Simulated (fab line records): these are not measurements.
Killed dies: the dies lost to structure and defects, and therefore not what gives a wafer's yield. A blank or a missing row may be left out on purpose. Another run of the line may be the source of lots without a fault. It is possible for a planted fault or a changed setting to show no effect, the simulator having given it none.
Problem report in the 8D (eight disciplines) form, filled by code + flow sky130 + the parts of the form that need people (team, actions taken, sign-off) are left out

1. PROBLEM STATEMENT
Across 2 wafers from 2 lots, VIA2_W_RS at SKY_VIA2_RS_MEAS_22 averages 0.167 ohm/sq, while fault-free wafers read 0.273 ohm/sq with a standard deviation of 0.004. That is -27 standard deviations from the usual mean.
The step: measures by four-point-probe.
First observed at day 40 19:14: wafer L251.3, on film metro-01. At this step, 30 wafers from 10 lots have a number in the record. Rule for "out" (also "out of limits"): further than 4 standard deviations from the usual mean. Any other wafer with a number is counted as sound.

2. WHAT IT IS, WHAT IT ISN'T
| question                    | is                           | is not                                                                          |
|-----------------------------|------------------------------|---------------------------------------------------------------------------------|
| which readings at this step | VIA2_W_RS                    | -                                                                               |
| which lots                  | L251, L252                   | L241, L242, L245, L246, L249, L250, L259, L260                                  |
| which wafers of those lots  | L251.3, L252.3               | L251.2, L251.6, L252.4, L252.5                                                  |
| read on which gauges        | film metro-01, film metro-02 | film metro-03                                                                   |
| when                        | from day 40 19:14            | up to then (20 sound wafers); but 8 sound wafers of L252, L259, L260 came after |

3. WHAT RULES OUT EACH SUSPECT
Counting: any tool at a process step up to the reading remains a suspect provided it ran every lot that is out. Sound lots after the first of them don't rule it out here, since some wafers of a struck lot are sound.
- ruled out: the gauge at SKY_VIA2_RS_MEAS_22. 2 gauges (film metro-01, film metro-02) read the wafers that are out.
- rie metal-03 at SKY_METAL2_METAL_ETCH_19 (etches the open film in Cl2/BCl3, stops on SiO2, target depth 360 nm, time 78 s): kept. Every lot that is out went through it, the first being L251 (day 39 16:25); the last sound lot it ran before that was L245 (day 37 20:49).
- cvd w-01 at SKY_VIA2_CVD_21 (deposits W, target thk 420 nm, time 126.4 s): kept. Every lot that is out went through it, the first being L251 (day 40 19:05); the last sound lot it ran before that was L246 (day 39 00:48).
- Within cvd w-01 at SKY_VIA2_CVD_21, the wafers that are out were processed in chamber 1 and their sound lot-mates in chamber 0.
The count leaves cvd w-01 at SKY_VIA2_CVD_21 and rie metal-03 at SKY_METAL2_METAL_ETCH_19.

4. THE CAUSE (what the simulator had put in)
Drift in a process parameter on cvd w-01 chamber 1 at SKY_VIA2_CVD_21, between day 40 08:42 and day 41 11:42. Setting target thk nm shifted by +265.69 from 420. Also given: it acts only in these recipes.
Of the 2 suspects that counting leaves, this tool is one.

5. THE EFFECT CHAIN, in route order
Each row: a reading where the mean over the struck wafers with a number is more than 3 standard deviations away from the usual. Only readings for which the record gives a usual standard deviation are gone through. hours: the time from each lot's start at the first step in this table that gives one to its start at this step, as a median over the lots. sigmas: the change in usual standard deviations.
| hours | step                | reading            | usual        | on struck wafers | change | sigmas |
|-------|---------------------|--------------------|--------------|------------------|--------|--------|
| 0     | SKY_VIA2_RS_MEAS_22 | VIA2_W_RS          | 0.273 ohm/sq | 0.167            | -0.106 | -27    |
| 6     | SKY_VIA2_CMP_24     | time to endpoint s | 101 s        | 168              | +67    | +16    |
Here are the process steps it includes:
- SKY_VIA2_CMP_24: polishes, stops on SiO2, t overpolish 20 s, target thk 0 nm.

6. WHAT WOULD HAVE CAUGHT IT SOONER
11 hours passed between the start of the fault at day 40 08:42 and the first reading out of limits at a measuring or inspecting step in this record, taken at day 40 19:14.
Tool readings at SKY_VIA2_CVD_21 with a usual standard deviation given in the record: none out on any struck wafer, hence no alarm at a limit of 4 standard deviations on them.
Lots out: 2; of these, L252 started SKY_VIA2_CVD_21 on cvd w-01 after day 40 19:14. It would have been spared by a hold on the tool at that moment.
